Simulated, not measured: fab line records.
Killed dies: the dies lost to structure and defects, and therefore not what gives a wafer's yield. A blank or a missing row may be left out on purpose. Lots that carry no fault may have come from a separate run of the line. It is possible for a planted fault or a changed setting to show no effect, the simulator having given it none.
Comparing a struck lot with a sound one -- flow gf180mcu -- 16 steps out of a route of 602
Sound: these wafers, L126.2, L126.3, L126.6. Struck: wafer L131.3; the same lot's L131.1 was not struck, so it is left out; see the end for the cause.
For every step that has rows: the tool of each side, followed by ch and its chambers, followed by its first start. Under that, the readings that differ: sound wafers -- struck wafers -- difference of the means -- sigmas: that difference in standard deviations of wafers without a fault.
alike: a reading whose means differ by less than 2 such deviations, as well as words and numbers matching on both sides. not compared: withheld readings; readings where some wafer has no value; bounds like >300 that might hide an equal value; numbers whose values overlap and for which the record gives no deviation.
Wherever a step has rows on one side only, a row that says differs or no value, or a row with sigmas, the two part there. Numbers that have no deviation but don't overlap get no sigmas and don't part them. A reading that every wafer of one side lacks parts them only if that side has two wafers or more.

GF_STI_THK_MEAS_02:
  struck on film-metro-02, day 2 22:40; sound on film-metro-02, day 1 22:07
  alike: STI_OXIDATION_THK
then, 1 step without rows for these wafers: GF_STI_CVD_03 (deposits Si3N4 from DCS/NH3, target thk 207.16 nm, time 3551 s).
GF_STI_THK_MEAS_04:
  struck on film-metro-03, day 3 00:43; sound on film-metro-02, day 2 01:09
  alike: STI_CVD_03_THK
then, 7 steps without rows for these wafers: GF_STI_DEHYDRATE_05 (time 60 s); GF_STI_HMDS_06 (prime time 60 s); GF_STI_COAT_07 (resist thk 700 nm); GF_STI_SOFTBAKE_08 (time 60 s); GF_STI_EXPOSE_09 (exposes mask COMP, target cd 220 nm); GF_STI_PEB_10 (peb time 90 s); GF_STI_DEVELOP_11 (develop time 60 s).
GF_STI_CD_MEAS_12: the cd target is 220 nm.
  struck on cd-sem-01, day 3 13:07; sound on cd-sem-02, day 2 13:11
  alike: cd-nm
GF_STI_ETCH_13: etches the open film in CHF3/O2, stops on Si, target depth 282.31 nm, time 112.9 s.
  sound on rie-diel-01 ch 0,1, day 2 13:17; struck on rie-diel-02 ch 0, day 3 13:14
  alike: O2_flow_sccm, drypump-motor-current-A, oes-product-au, run-length-s, throttle-valve-pct
  not compared: rf-hours-counter-h
GF_STI_ETCH_14: etches Si in HBr/Cl2/O2, target depth 360 nm, time 102.9 s.
  sound on rie-si-01 ch 0,1, day 2 13:22; struck on rie-si-02 ch 0, day 3 13:19
reading,sound,struck,difference,sigmas
run-length-s (s),131.6 130.7 131.8,90.7,-40.7,-99 or more
model.STI.feature-depth-nm (nm),363.5 357.1 367.2,223,-140,
model.etch.depth-nm (nm),363.5 357.1 367.2,223,-140,
model.KrF_of_STI_COAT_07.thk-nm (nm),313.5 325.9 312.7,368.6,+51.2,
  alike: O2_flow_sccm, drypump-motor-current-A, oes-product-au, throttle-valve-pct
  not compared: rf-hours-counter-h
GF_STI_STRIP_15: strips in O2/N2.
  sound on plasma-asher-04 ch 0,1, day 2 13:27; struck on plasma-asher-03 ch 0, day 3 13:23
reading,sound,struck,difference,sigmas
oes-product-au (a.u.),0.374 0.380 0.387,0.395,+0.015,+3
strip-time-to-endpoint-s (s),3.67 3.80 3.64,4.23,+0.53,+9
  alike: drypump-motor-current-A, heater-power-w
  not compared: rf-hours-counter-h
then, 1 step without rows for these wafers: GF_STI_CLEAN_16 (cleans in dHF, time 25 s).
-- the record jumps here: 28 days lie between the struck wafers' starts before and after (it left off in module STI and takes up again in module PASSIVATION, whose first step shown is number 602 of the route) --
GF_PASSIVATION_PROBE_99:
  struck on prober-02, day 31 02:45; sound on prober-01, day 29 12:51
reading,sound,struck,difference,sigmas
model.etest.pwell-in-dnwell.line-ohm-um,4438 4366 4597,3040,-1427,
model.etest.ldpmos_10p0.r-on-ohm-um,1.116e+04 1.106e+04 1.116e+04,1.04e+04,-7.27e+02,
model.etest.pwell-in-dnwell.rs-ohm-sq,2638 2561 2725,1846,-795,
model.etest.ldnmos_10p0.r-on-ohm-um,3771 3700 3767,3242,-504,
model.etest.p-drift.rs-ohm-sq,2520 2460 2562,1897,-617,
model.etest.n-drift.rs-ohm-sq,1181 1164 1208,850.4,-333.9,
model.etest.nwell.line-ohm-um,1233 1208 1240,948.6,-278.4,
model.etest.nwell.rs-ohm-sq,1061 1042 1063,796.8,-258.5,

WHERE THEY PART
At GF_STI_ETCH_14 first; at GF_STI_STRIP_15 last (within this record only).

WHY: whatever the simulator had introduced
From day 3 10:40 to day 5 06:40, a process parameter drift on rie-si-02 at GF_STI_ETCH_14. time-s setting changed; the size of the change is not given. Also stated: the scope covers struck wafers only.
